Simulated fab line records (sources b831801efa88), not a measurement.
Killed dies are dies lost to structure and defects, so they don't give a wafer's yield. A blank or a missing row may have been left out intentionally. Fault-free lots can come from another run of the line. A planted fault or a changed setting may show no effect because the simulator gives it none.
Matching of chambers -- flow sky130 -- 4 sister chambers for SKY_VIA1_CMP_02 on cmp-01
The step polishes SiO2. 4 wafers are shown with their chamber, then 12 later ones without.

WAFERS PAIRED WITH THEIR CHAMBERS
wafer,chamber,motorCurrentA (A)
L086.5,3,14.3
L089.1,0,12.6
L089.3,2,12.6
L089.6,1,10.3

WAFERS WITH NO CHAMBER GIVEN
wafer,motorCurrentA (A)
L090.1,9.7
L090.3,13.6
L090.6,12.0
L094.4,12.0
L094.5,14.7
L094.6,12.0
L096.1,12.2
L096.2,11.4
L096.4,14.0
L097.3,12.3
L097.4,9.8
L097.5,10.5

EACH ONE'S CHAMBER
wafer,from the rows above,in truth
L090.1,1,1
L090.3,can't be placed: 3 or 0 or 2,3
L090.6,can't be placed: 0 or 2 or 1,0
L094.4,can't be placed: 0 or 2 or 1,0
L094.5,3,3
L094.6,can't be placed: 0 or 2 or 1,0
L096.1,can't be placed: 0 or 2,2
L096.2,can't be placed: 1 or 0 or 2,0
L096.4,can't be placed: 3 or 0 or 2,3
L097.3,can't be placed: 0 or 2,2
L097.4,1,1
L097.5,1,1
4 of 12 placed correctly. Not placeable from these rows: 8 (in 8, the candidates include the true chamber). Placed wrongly: 0.
How it was worked out, from the rows above alone: a wafer's distance from a chamber is the root of the sum, over the readings, of the square of ((its reading less the chamber's mean) divided by the reading's scatter). The wafer belongs to the nearest chamber; if the next one is less than 2 further off, it can't be placed. A chamber's mean is the mean of its shown wafers. The scatter (one wafer shown for each chamber): square how far every hidden wafer sits from the nearest shown wafer, average those squares and take the square root.
